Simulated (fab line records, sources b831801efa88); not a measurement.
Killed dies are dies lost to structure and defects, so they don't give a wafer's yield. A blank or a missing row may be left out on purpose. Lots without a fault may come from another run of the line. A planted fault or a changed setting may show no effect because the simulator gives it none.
fab line records | flow sky130
record lots=6 wafers=18 last_day=48
route steps=708 shown NWELL@61 PWDE@84 VT_ADJUST_HVTP@85 VT_ADJUST_LVTN@97 PAD_OPEN@708
lots that met no fault: from a run of the same line without faults
start_h: hours from the record's first day to the start of the lot's first wafer shown | wait_h: hours since the lot's step before | " the same as in the row above | L1.1+2: a row that stands for several wafers | - no value, or no start given | * or withheld: withheld | < > ~ a bound
route shown NAME@n: a module of which the file shows steps, and the number in the route of the first | usual: mean/standard deviation of fault-free wafers | same: alike in all rows | chamber/n: place in a boat | sites: the reading at each site | _std_site: their standard deviation | _edge_site: outer sites' mean less inner sites' | radius_mm: how far each site lies from the wafer's centre | mask NAME#n: copy n | behind: the tool/chamber that last shaped the wafer | hold: why the lot was held/for how many hours/how that ended | device: the transistor (n, p or np) that didn't switch | end of line: the same wafers' tests at the end of the route | a step without rows: its recipe alone | killed: dies lost to structure and defects at the first sort, not the wafer's yield | map: a wafer's dies, x killed, . not, _ none there
set.NAME: the setting as run; set.NAME@STEP: as run at that earlier step | model.NAME: the simulator's own value behind a step, which no gauge read
lots at some steps of the route; a table a step, a row a wafer
services: from which hour (start_h, from the record's first day; less than 0 if before it) a tool's chamber was out of use, for how many hours, and why
## steps
# step SKY_NWELL_PEB_08
# recipe temp_c=115 time_s=withheld
# step SKY_NWELL_DEVELOP_09
# recipe wall_angle_deg=90 developer=TMAH develop_time_s=60 dev_temp_c=23
# step SKY_NWELL_OVL_MEAS_10
# usual NWELL_00_OVL=-0.6/1.3
# columns lot.wafer tool chamber start_h wait_h NWELL_00_OVL[nm]
L338.2 overlay-01 - 92.82 - -0.3
L338.3 " - " " -1.0
L338.6 " - " " -1.2
L339.2 overlay-01 - 101.21 - -2.2
L339.3 " - " " -1.1
L339.5 " - " " -0.1
L341.1 overlay-02 - 118.07 - 0.7
L341.3 " - " " 0.1
L341.4 " - " " 0.5
L349.1 overlay-02 - 152.67 - -0.7
L349.5 " - " " 0.7
L349.6 " - " " -0.2
L352.2 overlay-01 - 167.42 - -2.7
L352.4 " - " " -4.1
L352.6 " - " " -1.1
L355.1 overlay-01 - 187.92 - -0.4
L355.3 " - " " 1.6
L355.4 " - " " 0.5
# step SKY_NWELL_IMPLANT_11
# recipe species=P energy_kev=400 dose_cm2=1.9e+13 tilt_deg=withheld
# step SKY_NWELL_IMPLANT_12
# recipe species=P energy_kev=120 dose_cm2=1.3e+12 tilt_deg=withheld
# step SKY_NWELL_IMPLANT_13
# recipe species=P energy_kev=50 dose_cm2=7e+11 tilt_deg=withheld
# step SKY_NWELL_STRIP_14
# recipe chemistry=O2/N2 power_w=1400 pressure_mtorr=1500 platen_temp_c=withheld o2_flow_sccm=3000 n2_flow_sccm=300 overash_fraction=0.5
# usual drypump_motor_current_A=5.7/0.48 oes_product_au=0.722/0.0045 strip_time_to_endpoint_s=36.93/0.13
# columns lot.wafer tool chamber start_h wait_h drypump_motor_current_A oes_product_au rf_hours_counter_h strip_time_to_endpoint_s
L338.2 plasma_asher-01 1 93.30 0.1 5.4 0.723 42 36.73
L338.3 " 0 " " 6.0 0.722 - 36.69
L338.6 " 0 " " 6.0 0.727 - 36.83
L339.2 plasma_asher-02 0 101.69 0.1 5.6 0.721 43 36.94
L339.3 " 1 " " 5.7 0.724 - 36.86
L339.5 " 0 " " 5.6 0.723 - 36.91
L341.1 plasma_asher-02 0 118.55 0.1 5.7 0.719 44 36.78
L341.3 " 1 " " 5.7 0.722 - 36.83
L341.4 " 0 " " 5.6 0.727 - 36.96
L349.1 plasma_asher-02 0 153.15 0.1 5.7 0.729 48 36.84
L349.5 " 1 " " 5.7 0.718 - 36.85
L349.6 " 0 " " 5.7 0.722 - 36.83
L352.2 plasma_asher-01 1 167.90 0.1 5.4 0.720 6 36.88
L352.4 " 0 " " 6.0 0.725 - 36.95
L352.6 " 1 " " 5.3 0.714 - 36.93
L355.1 plasma_asher-01 1 188.40 0.1 5.3 0.723 8 37.04
L355.3 " 1 " " 5.4 0.718 - 36.99
L355.4 " 0 " " 6.0 0.718 - 36.94
# step SKY_NWELL_TW_MEAS_15
# usual NWELL_TW=1817/12
# columns lot.wafer tool chamber start_h wait_h NWELL_TW
L338.2 film_metro-03 - 93.41 0.1 1828
L338.3 " - " " 1816
L338.6 " - " " 1815
L339.2 film_metro-03 - 101.80 0.1 1811
L339.3 " - " " 1819
L339.5 " - " " 1815
L341.1 film_metro-02 - 118.65 0.1 1821
L341.3 " - " " 1826
L341.4 " - " " 1835
L349.1 film_metro-02 - 153.25 0.1 1811
L349.5 " - " " 1813
L349.6 " - " " 1819
L352.2 film_metro-03 - 168.01 0.1 1805
L352.4 " - " " 1812
L352.6 " - " " 1815
L355.1 film_metro-03 - 188.50 0.1 1826
L355.3 " - " " 1821
L355.4 " - " " 1825
# step SKY_NWELL_DEHYDRATE_16
# recipe temp_c=200 time_s=60
# step SKY_NWELL_HMDS_17
# recipe prime_time_s=60 prime_temp_c=120
# step SKY_NWELL_COAT_18
# recipe spin_rpm=2000 resist_thk_nm=3000
# step SKY_NWELL_SOFTBAKE_19
# recipe temp_c=110 time_s=withheld
# step SKY_NWELL_EXPOSE_20
# recipe mask_id=NWM_COMPLEMENT na=0.6 source_shape=conventional sigma_outer=0.6 polarization=unpolarized target_cd_nm=840 dose_mj=260
# usual reticle_temp_C=23.00/0.12 stage_vel_mm_s=499.99/0.25
# same sigma_outer=0.6
# columns lot.wafer tool chamber start_h wait_h mask reticle_temp_C stage_vel_mm_s
L338.2 iline_stepper-01 0 102.17 - NWM_COMPLEMENT#0 22.85 499.82
L338.3 " 0 " " NWM_COMPLEMENT#0 22.91 499.82
L338.6 " 0 " " NWM_COMPLEMENT#0 22.80 499.62
L339.2 iline_stepper-01 0 110.67 - NWM_COMPLEMENT#0 23.03 499.90
L339.3 " 0 " " NWM_COMPLEMENT#0 22.97 500.05
L339.5 " 0 " " NWM_COMPLEMENT#0 23.03 500.13
L341.1 iline_stepper-01 0 127.32 - NWM_COMPLEMENT#0 23.16 500.03
L341.3 " 0 " " NWM_COMPLEMENT#0 22.96 500.45
L341.4 " 0 " " NWM_COMPLEMENT#0 23.01 500.16
L349.1 iline_stepper-02 0 162.38 - NWM_COMPLEMENT#0 22.90 499.50
L349.5 " 0 " " NWM_COMPLEMENT#0 22.89 499.70
L349.6 " 0 " " NWM_COMPLEMENT#0 23.05 499.36
L352.2 iline_stepper-01 0 176.17 - NWM_COMPLEMENT#0 22.87 500.16
L352.4 " 0 " " NWM_COMPLEMENT#0 23.05 499.89
L352.6 " 0 " " NWM_COMPLEMENT#0 22.80 500.10
L355.1 iline_stepper-01 0 199.09 - NWM_COMPLEMENT#0 23.03 500.46
L355.3 " 0 " " NWM_COMPLEMENT#0 22.87 500.02
L355.4 " 0 " " NWM_COMPLEMENT#0 22.97 500.40
# step SKY_NWELL_PEB_21
# recipe temp_c=115 time_s=withheld
# step SKY_NWELL_DEVELOP_22
# recipe wall_angle_deg=90 developer=TMAH develop_time_s=60 dev_temp_c=23
# step SKY_NWELL_OVL_MEAS_23
# usual NWELL_01_OVL=-0.7/1.3
# columns lot.wafer tool chamber start_h wait_h NWELL_01_OVL[nm]
L338.2 overlay-01 - 110.93 - -2.0
L338.3 " - " " -1.3
L338.6 " - " " -0.4
L339.2 overlay-02 - 119.58 - -2.6
L339.3 " - " " -1.3
L339.5 " - " " -1.9
L341.1 overlay-01 - 135.90 - -1.1
L341.3 " - " " -0.2
L341.4 " - " " -1.1
L349.1 overlay-01 - 170.22 - 0.0
L349.5 " - " " -0.5
L349.6 " - " " -2.4
L352.2 overlay-01 - 187.81 - -1.5
L352.4 " - " " 0.1
L352.6 " - " " -0.1
L355.1 overlay-02 - 209.47 - -2.1
L355.3 " - " " -2.2
L355.4 " - " " -0.5
# step SKY_NWELL_IMPLANT_24
# recipe species=B energy_kev=140 dose_cm2=9.2e+12 tilt_deg=withheld
# step SKY_NWELL_STRIP_25
# recipe chemistry=O2/N2 power_w=1400 pressure_mtorr=1500 platen_temp_c=withheld o2_flow_sccm=3000 n2_flow_sccm=300 overash_fraction=0.5
# usual drypump_motor_current_A=5.7/0.5 oes_product_au=0.722/0.0043 strip_time_to_endpoint_s=36.93/0.1
# columns lot.wafer tool chamber start_h wait_h drypump_motor_current_A oes_product_au rf_hours_counter_h strip_time_to_endpoint_s
L338.2 plasma_asher-04 0 111.11 0.1 6.7 0.718 31 36.86
L338.3 " 1 " " 5.0 0.717 - 36.90
L338.6 " 1 " " 5.0 0.724 - 36.93
L339.2 plasma_asher-01 1 119.76 0.1 5.3 0.722 0 36.84
L339.3 " 0 " " 5.9 0.724 - 36.85
L339.5 " 0 " " 5.9 0.717 - 36.89
L341.1 plasma_asher-01 1 136.09 0.1 5.4 0.720 2 36.87
L341.3 " 0 " " 6.0 0.719 - 36.77
L341.4 " 1 " " 5.4 0.724 - 36.79
L349.1 plasma_asher-04 0 170.41 0.1 6.6 0.723 36 36.89
L349.5 " 0 " " 6.7 0.725 - 36.85
L349.6 " 1 " " 5.0 0.719 - 36.95
L352.2 plasma_asher-04 0 187.99 0.1 6.7 0.719 37 36.91
L352.4 " 1 " " 5.0 0.717 - 36.83
L352.6 " 1 " " 5.0 0.726 - 36.86
L355.1 plasma_asher-01 0 209.66 0.1 6.0 0.719 10 36.92
L355.3 " 1 " " 5.3 0.722 - 36.81
L355.4 " 0 " " 6.0 0.727 - 36.80
# step SKY_NWELL_TW_MEAS_26
# usual NWELL_2_TW=496/3.3
# columns lot.wafer tool chamber start_h wait_h NWELL_2_TW
L338.2 film_metro-03 - 111.22 0.1 494
L338.3 " - " " 500
L338.6 " - " " 495
L339.2 film_metro-01 - 119.87 0.1 494
L339.3 " - " " 492
L339.5 " - " " 495
L341.1 film_metro-01 - 136.19 0.1 494
L341.3 " - " " 493
L341.4 " - " " 492
L349.1 film_metro-02 - 170.51 0.1 501
L349.5 " - " " 501
L349.6 " - " " 501
L352.2 film_metro-01 - 188.10 0.1 496
L352.4 " - " " 498
L352.6 " - " " 495
L355.1 film_metro-02 - 209.76 0.1 500
L355.3 " - " " 497
L355.4 " - " " 500
# step SKY_NWELL_CLEAN_27
# recipe chemistry=SC1/SC2 mix=1:4:20 temp_c=70 time_s=150 dry=n2_spin
# step SKY_NWELL_RTA_28
# recipe temp_c=1050 time_s=30 idle_temp_c=650 ramp_up_c_per_s=150 ramp_down_c_per_s=90 ambient=N2
# usual lamp_power_pct=25.31/0.053 wafer_temp_C_max=1054.9/1.2
# columns lot.wafer tool chamber start_h wait_h lamp_power_pct wafer_temp_C_max
L338.2 rtp_anneal-02 0 111.34 0.0 25.23 1055.2
L338.3 " 0 " " 25.39 1054.9
L338.6 " 0 " " 25.34 1055.3
L339.2 rtp_anneal-02 0 119.99 0.0 25.22 1055.8
L339.3 " 0 " " 25.31 1054.6
L339.5 " 0 " " 25.25 1055.6
L341.1 rtp_anneal-02 0 136.30 0.0 25.31 1055.4
L341.3 " 0 " " 25.30 1054.6
L341.4 " 0 " " 25.40 1054.1
L349.1 rtp_anneal-01 0 170.62 0.0 25.36 1053.2
L349.5 " 0 " " 25.41 1053.7
L349.6 " 0 " " 25.30 1054.2
L352.2 rtp_anneal-01 0 188.21 0.0 25.28 1054.8
L352.4 " 0 " " 25.26 1055.1
L352.6 " 0 " " 25.29 1054.9
L355.1 rtp_anneal-02 0 209.87 0.0 25.32 1054.9
L355.3 " 0 " " 25.29 1053.9
L355.4 " 0 " " 25.16 1056.2
# step SKY_NWELL_RS_MEAS_29
# recipe thk_meas_gauge=four-point-probe
# usual NWELL_RS=625.6/1.5
# columns lot.wafer tool chamber start_h wait_h NWELL_RS[ohm/sq]
L338.2 film_metro-02 - 111.44 0.1 623.3
L338.3 " - " " 624.0
L338.6 " - " " 623.6
L339.2 film_metro-03 - 120.09 0.1 627.2
L339.3 " - " " 626.0
L339.5 " - " " 625.4
L341.1 film_metro-03 - 136.40 0.1 626.7
L341.3 " - " " 624.4
L341.4 " - " " 623.1
L349.1 film_metro-03 - 170.72 0.1 625.6
L349.5 " - " " 627.6
L349.6 " - " " 626.2
L352.2 film_metro-02 - 188.32 0.1 626.3
L352.4 " - " " 626.5
L352.6 " - " " 627.7
L355.1 film_metro-01 - 209.97 0.1 626.1
L355.3 " - " " 625.7
L355.4 " - " " 625.1
# step SKY_NWELL_RS_MEAS_31
# recipe thk_meas_gauge=four-point-probe
# usual PWDE_RS=5281/20
# columns lot.wafer tool chamber start_h wait_h PWDE_RS[ohm/sq]
L338.2 film_metro-02 - 111.68 0.1 5257
L338.3 " - " " 5265
L338.6 " - " " 5256
L339.2 film_metro-03 - 120.33 0.1 5282
L339.3 " - " " 5295
L339.5 " - " " 5295
L341.1 film_metro-03 - 136.64 0.1 5303
L341.3 " - " " 5288
L341.4 " - " " 5299
L349.1 film_metro-03 - 170.96 0.1 5273
L349.5 " - " " 5271
L349.6 " - " " 5261
L352.2 film_metro-02 - 188.56 0.1 5292
L352.4 " - " " 5280
L352.6 " - " " 5254
L355.1 film_metro-01 - 210.21 0.1 5278
L355.3 " - " " 5258
L355.4 " - " " 5287
# step SKY_VT_ADJUST_HVTP_DEHYDRATE_00
# recipe temp_c=200 time_s=60
# step SKY_VT_ADJUST_HVTP_HMDS_01
# recipe prime_time_s=60 prime_temp_c=120
# step SKY_VT_ADJUST_HVTP_COAT_02
# recipe resist=NOVOLAK spin_rpm=3000 resist_thk_nm=1140
# step SKY_VT_ADJUST_HVTP_SOFTBAKE_03
# recipe temp_c=90 time_s=60 resist=NOVOLAK
# step SKY_VT_ADJUST_HVTP_EXPOSE_04
# recipe mask_id=HVTPM na=0.6 source_shape=conventional sigma_outer=0.6 polarization=unpolarized target_cd_nm=380 dose_mj=140
# step SKY_VT_ADJUST_HVTP_PEB_05
# recipe temp_c=withheld time_s=* resist=NOVOLAK
# step SKY_VT_ADJUST_HVTP_DEVELOP_06
# recipe resist=NOVOLAK developer=TMAH develop_time_s=60 dev_temp_c=23
# step SKY_VT_ADJUST_HVTP_CD_MEAS_07
# recipe target_cd_nm=380
# usual cd_nm=378.6/2.7
# columns lot.wafer tool chamber start_h wait_h cd_nm
L338.2 cd_sem-01 - 129.75 0.1 379.2
L338.3 " - " " 378.1
L338.6 " - " " 379.1
L339.2 cd_sem-02 - 138.09 0.1 384.4
L339.3 " - " " 383.5
L339.5 " - " " 383.9
L341.1 cd_sem-01 - 155.38 0.1 381.4
L341.3 " - " " 379.8
L341.4 " - " " 380.6
L349.1 cd_sem-02 - 192.38 0.1 379.3
L349.5 " - " " 381.3
L349.6 " - " " 377.2
L352.2 cd_sem-01 - 209.14 0.1 378.0
L352.4 " - " " 377.9
L352.6 " - " " 378.0
L355.1 cd_sem-02 - 232.57 0.1 372.6
L355.3 " - " " 377.4
L355.4 " - " " 377.0
# step SKY_VT_ADJUST_HVTP_OVL_MEAS_08
# usual VT_ADJUST_HVTP_OVL=0.1/1.3
# columns lot.wafer tool chamber start_h wait_h VT_ADJUST_HVTP_OVL[nm]
L338.2 overlay-02 - 129.85 0.1 -2.1
L338.3 " - " " -1.6
L338.6 " - " " -0.1
L339.2 overlay-01 - 138.20 0.1 -0.4
L339.3 " - " " 0.8
L339.5 " - " " -1.3
L341.1 overlay-01 - 155.50 0.1 2.3
L341.3 " - " " 0.4
L341.4 " - " " -0.7
L349.1 overlay-01 - 192.50 0.1 0.9
L349.5 " - " " 2.5
L349.6 " - " " 0.8
L352.2 overlay-01 - 209.25 0.1 0.0
L352.4 " - " " 0.3
L352.6 " - " " 0.3
L355.1 overlay-02 - 232.69 0.1 1.4
L355.3 " - " " 0.3
L355.4 " - " " 1.2
# step SKY_VT_ADJUST_HVTP_IMPLANT_09
# recipe species=As energy_kev=150 dose_cm2=4.3e+12 tilt_deg=withheld
# step SKY_VT_ADJUST_HVTP_STRIP_10
# recipe chemistry=O2/N2 power_w=1400 pressure_mtorr=1500 platen_temp_c=withheld o2_flow_sccm=3000 n2_flow_sccm=300 overash_fraction=0.5
# usual drypump_motor_current_A=5.77/0.23 oes_product_au=0.716/0.0043 strip_time_to_endpoint_s=14.20/0.04
# columns lot.wafer tool chamber start_h wait_h drypump_motor_current_A oes_product_au rf_hours_counter_h strip_time_to_endpoint_s
L338.2 plasma_asher-03 1 130.03 0.1 5.78 0.711 41 14.12
L338.3 " 1 " " 5.78 0.714 - 14.11
L338.6 " 0 " " 6.13 0.717 - 14.15
L339.2 plasma_asher-01 1 138.38 0.1 5.35 0.724 2 14.20
L339.3 " 0 " " 5.98 0.720 - 14.24
L339.5 " 0 " " 5.96 0.706 - 14.18
L341.1 plasma_asher-03 0 155.68 0.1 6.14 0.714 44 14.17
L341.3 " 0 " " 6.14 0.713 - 14.17
L341.4 " 1 " " 5.76 0.714 - 14.17
L349.1 plasma_asher-01 1 192.68 0.1 5.34 0.718 8 14.14
L349.5 " 1 " " 5.35 0.713 - 14.13
L349.6 " 0 " " 5.96 0.716 - 14.16
L352.2 plasma_asher-02 0 209.43 0.1 5.64 0.718 53 14.19
L352.4 " 1 " " 5.67 0.721 - 14.19
L352.6 " 1 " " 5.69 0.713 - 14.22
L355.1 plasma_asher-02 1 233.56 0.1 5.64 0.715 55 14.24
L355.3 " 0 " " 5.68 0.716 - 14.21
L355.4 " 1 " " 5.68 0.711 - 14.22
# step SKY_VT_ADJUST_HVTP_TW_MEAS_11
# usual VT_ADJUST_HVTP_TW=1353/8.5
# columns lot.wafer tool chamber start_h wait_h VT_ADJUST_HVTP_TW
L338.2 film_metro-04 - 130.14 0.1 1364
L338.3 " - " " 1363
L338.6 " - " " 1362
L339.2 film_metro-03 - 138.49 0.1 1352
L339.3 " - " " 1347
L339.5 " - " " 1347
L341.1 film_metro-01 - 155.78 0.1 1349
L341.3 " - " " 1351
L341.4 " - " " 1352
L349.1 film_metro-03 - 192.78 0.1 1343
L349.5 " - " " 1350
L349.6 " - " " 1348
L352.2 film_metro-01 - 209.54 0.1 1350
L352.4 " - " " 1358
L352.6 " - " " 1341
L355.1 film_metro-03 - 233.66 0.1 1341
L355.3 " - " " 1351
L355.4 " - " " 1344
# step SKY_VT_ADJUST_LVTN_DEHYDRATE_00
# recipe temp_c=200 time_s=60
# step SKY_VT_ADJUST_LVTN_HMDS_01
# recipe prime_time_s=60 prime_temp_c=120
# step SKY_VT_ADJUST_LVTN_COAT_02
# recipe spin_rpm=2000 resist_thk_nm=3000
# step SKY_VT_ADJUST_LVTN_SOFTBAKE_03
# recipe temp_c=110 time_s=withheld
# step SKY_VT_ADJUST_LVTN_EXPOSE_04
# recipe mask_id=NWM_COMPLEMENT_LESS_NATIVE na=0.6 source_shape=conventional sigma_outer=0.6 polarization=unpolarized target_cd_nm=840 dose_mj=194
# step SKY_VT_ADJUST_LVTN_PEB_05
# recipe temp_c=115 time_s=withheld
# step SKY_PAD_OPEN_PROBE_99
# usual killed_at_M0_to_M3=42/6.1 killed_at_M4_up=3.3/1.7 killed_at_contacts=25/5.4 killed_at_front_end=16/4.6 killed_at_other=0.4/0.55 killed_dies=87/8.8 killed_open=47/7.1 killed_short=40/5.8
# same gross_dies=492 killed_at_back_side=0
# columns lot.wafer tool chamber start_h wait_h killed_at_M0_to_M3 killed_at_M4_up killed_at_contacts killed_at_front_end killed_at_other killed_dies killed_open killed_short model.etest.nfet_16v.r_on_ohm_um model.etest.res_iso_pwell.width_nm model.etest.res_nwell.width_nm
L338.3 prober-02 - 1073.21 0.2 40 2 31 12 0 85 45 40 1.39e+04 2626 845.1
L338.6 prober-02 - 1073.36 0.2 51 3 22 15 0 91 52 39 1.415e+04 2625 849.6
L339.2 prober-01 - 1091.63 0.1 50 2 17 22 2 93 51 41 1.398e+04 2629 842.3
L339.3 prober-01 - 1091.68 0.2 50 3 18 18 1 90 50 39 1.402e+04 2624 850.9
L339.5 prober-01 - 1091.78 0.2 51 1 23 18 1 94 50 44 1.402e+04 2638 845.3
L341.1 prober-02 - 1110.62 0.1 45 3 22 19 0 89 52 37 1.397e+04 2629 846.5
L341.3 prober-02 - 1110.72 0.2 37 1 19 19 0 76 45 31 1.408e+04 2625 851.4
L341.4 prober-02 - 1110.77 0.2 50 6 23 16 0 95 60 35 1.411e+04 2650 841.1
L349.1 prober-02 - 1138.85 0.2 37 2 21 10 0 70 34 36 1.418e+04 2641 840.5
L349.5 prober-02 - 1139.05 0.3 45 6 28 10 0 89 53 36 1.398e+04 2659 831
L349.6 prober-02 - 1139.10 0.4 42 3 31 13 0 89 40 49 1.419e+04 2652 832.2
L352.2 prober-01 - 1152.99 0.1 51 4 28 14 0 97 50 47 1.407e+04 2653 836.3
L352.4 prober-01 - 1153.09 0.2 43 5 19 15 0 82 43 38 1.443e+04 2702 811.5
L352.6 prober-01 - 1153.19 0.2 44 4 17 17 0 82 42 38 1.41e+04 2663 837.6
L355.1 prober-02 - 1162.00 0.1 47 4 26 27 0 104 56 47 1.405e+04 2707 799.1
L355.3 prober-02 - 1162.10 0.2 43 2 26 17 0 88 36 51 1.394e+04 2671 817.8
L355.4 prober-02 - 1162.15 0.2 38 2 27 19 1 87 49 37 1.418e+04 2717 791
# killed by level:class
L338.3 CONTACT:geometric_particle:open=13 VIA1:geometric_particle:open=11 LOCAL_INTERCONNECT:geometric_particle:short=7 LI_CONTACT:geometric_particle:open=6 METAL1:geometric_particle:short=6 VIA2:geometric_particle:open=5 VIA1:geometric_particle:short=5 CONTACT:geometric_particle:short=4
L338.6 VIA3:geometric_particle:open=11 CONTACT:geometric_particle:open=9 VIA2:geometric_particle:open=9 METAL2:geometric_particle:short=7 LI_CONTACT:geometric_particle:open=6 METAL1:geometric_particle:short=5 VIA1:geometric_particle:short=5 VIA1:geometric_particle:open=5
L339.2 VIA1:geometric_particle:open=10 FIELD_ISO:geometric_particle:open=8 VIA3:geometric_particle:open=8 VIA2:geometric_particle:open=8 FIELD_ISO:geometric_particle:short=6 LI_CONTACT:geometric_particle:open=6 METAL2:geometric_particle:short=6 METAL1:geometric_particle:short=5
L339.3 VIA1:geometric_particle:open=13 VIA1:geometric_particle:short=8 VIA2:geometric_particle:open=8 VIA3:geometric_particle:open=6 FIELD_ISO:geometric_particle:short=5 LI_CONTACT:geometric_particle:open=5 CONTACT:geometric_particle:short=5 FIELD_ISO:geometric_particle:open=4
L339.5 VIA1:geometric_particle:open=14 CONTACT:geometric_particle:open=8 VIA1:geometric_particle:short=8 LI_CONTACT:geometric_particle:open=7 VIA3:geometric_particle:open=7 METAL1:geometric_particle:short=7 METAL2:geometric_particle:short=6 FIELD_ISO:geometric_particle:short=4
L341.1 CONTACT:geometric_particle:open=12 VIA1:geometric_particle:open=9 VIA2:geometric_particle:open=9 VIA3:geometric_particle:open=9 FIELD_ISO:geometric_particle:short=6 POLY_GATE:geometric_particle:short=6 POLY_GATE:geometric_particle:open=5 VIA1:geometric_particle:short=5
L341.3 VIA1:geometric_particle:open=12 CONTACT:geometric_particle:open=8 VIA1:geometric_particle:short=7 CONTACT:geometric_particle:short=5 VIA2:geometric_particle:open=5 VIA3:geometric_particle:open=5 POLY_GATE:geometric_particle:short=4 LI_CONTACT:geometric_particle:open=4
L341.4 VIA1:geometric_particle:open=17 CONTACT:geometric_particle:open=8 LI_CONTACT:geometric_particle:open=8 VIA3:geometric_particle:open=6 POLY_GATE:geometric_particle:short=5 VIA1:geometric_particle:short=5 METAL1:geometric_particle:short=5 VIA2:geometric_particle:open=5
L349.1 METAL2:geometric_particle:short=8 CONTACT:geometric_particle:open=8 VIA1:geometric_particle:open=7 VIA3:geometric_particle:open=6 LI_CONTACT:geometric_particle:open=5 LOCAL_INTERCONNECT:geometric_particle:short=4 METAL3:geometric_particle:short=4 FIELD_ISO:geometric_particle:short=3
L349.5 VIA1:geometric_particle:open=15 VIA1:geometric_particle:short=7 VIA3:geometric_particle:open=7 CONTACT:geometric_particle:open=7 LI_CONTACT:geometric_particle:open=6 LOCAL_INTERCONNECT:geometric_particle:short=6 CONTACT:geometric_particle:short=5 VIA2:geometric_particle:open=5
L349.6 VIA1:geometric_particle:open=13 CONTACT:geometric_particle:open=9 METAL2:geometric_particle:short=9 VIA1:geometric_particle:short=9 LI_CONTACT:geometric_particle:short=7 LI_CONTACT:geometric_particle:open=5 CONTACT:geometric_particle:short=5 POLY_GATE:geometric_particle:open=4
L352.2 CONTACT:geometric_particle:open=11 POLY_GATE:geometric_particle:short=8 LI_CONTACT:geometric_particle:open=8 METAL1:geometric_particle:short=8 METAL2:geometric_particle:short=8 VIA1:geometric_particle:open=8 VIA3:geometric_particle:open=7 VIA1:geometric_particle:short=6
L352.4 VIA1:geometric_particle:open=10 LI_CONTACT:geometric_particle:open=7 VIA3:geometric_particle:open=7 VIA2:geometric_particle:open=7 POLY_GATE:geometric_particle:short=5 CONTACT:geometric_particle:open=5 METAL1:geometric_particle:short=5 VIA1:geometric_particle:short=4
L352.6 VIA1:geometric_particle:open=9 VIA3:geometric_particle:open=6 METAL2:geometric_particle:short=5 VIA1:geometric_particle:short=5 LI_CONTACT:geometric_particle:open=4 POLY_GATE:geometric_particle:short=4 LOCAL_INTERCONNECT:geometric_particle:short=4 VIA2:geometric_particle:open=4
L355.1 CONTACT:geometric_particle:open=12 VIA1:geometric_particle:open=11 LI_CONTACT:geometric_particle:open=10 FIELD_ISO:geometric_particle:short=7 METAL1:geometric_particle:short=7 METAL2:geometric_particle:short=6 FIELD_ISO:geometric_particle:open=5 VIA2:geometric_particle:short=5
L355.3 METAL1:geometric_particle:short=11 CONTACT:geometric_particle:short=9 VIA1:geometric_particle:open=9 VIA1:geometric_particle:short=8 CONTACT:geometric_particle:open=7 LI_CONTACT:geometric_particle:short=5 METAL2:geometric_particle:short=5 FIELD_ISO:geometric_particle:short=4
L355.4 CONTACT:geometric_particle:open=10 VIA1:geometric_particle:open=10 POLY_GATE:geometric_particle:short=7 LI_CONTACT:geometric_particle:open=7 VIA3:geometric_particle:open=6 VIA2:geometric_particle:open=5 POLY_GATE:geometric_particle:open=4 LOCAL_INTERCONNECT:geometric_particle:short=4
## services
# columns tool chamber start_h hours kind
plasma_asher-02 - 107.52 0.8 repair
plasma_asher-02 - 108.40 1.6 repair
plasma_asher-01 - 108.82 9.0 pm
plasma_asher-01 0 108.82 9.0 vent_cycle
plasma_asher-01 1 108.82 9.0 vent_cycle
plasma_asher-01 0 117.82 - clean
plasma_asher-01 1 117.82 - clean
iline_stepper-02 0 123.93 - calibration
iline_stepper-02 - 124.78 5.5 repair
plasma_asher-04 - 141.15 17.4 repair
iline_stepper-01 0 147.15 - calibration
plasma_asher-02 - 157.39 2.8 pm
plasma_asher-02 - 162.48 1.5 repair
iline_stepper-01 - 167.54 6.1 repair
plasma_asher-02 - 171.59 9.2 repair
iline_stepper-01 - 213.24 1.7 pm
## key
first_sign none at tools or gauges
model_effect step=SKY_PAD_OPEN_PROBE_99 value=etest.nfet_16v.r_on_ohm_um without=1.396e+04 struck=1.422e+04
met_at SKY_NWELL_EXPOSE_20
struck_wafers L352.4,L355.1,L355.4
tester_left_out L352,L355
onset_between 127.32 176.17
fault kind=process_parameter_drift tool=iline_stepper-01 chamber=- onset_h=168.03 steps=SKY_NWELL_EXPOSE_20 channel=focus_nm offset=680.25 shape=step end_h=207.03 scope=struck_wafers_only
# tester_left_out: of these lots the tester's yield and bins aren't shown, on N5 and GAA mostly nor the transistor test; their killed dies are dies lost to structure and defects alone, not to doping, threshold or leakage, so they don't give the yield
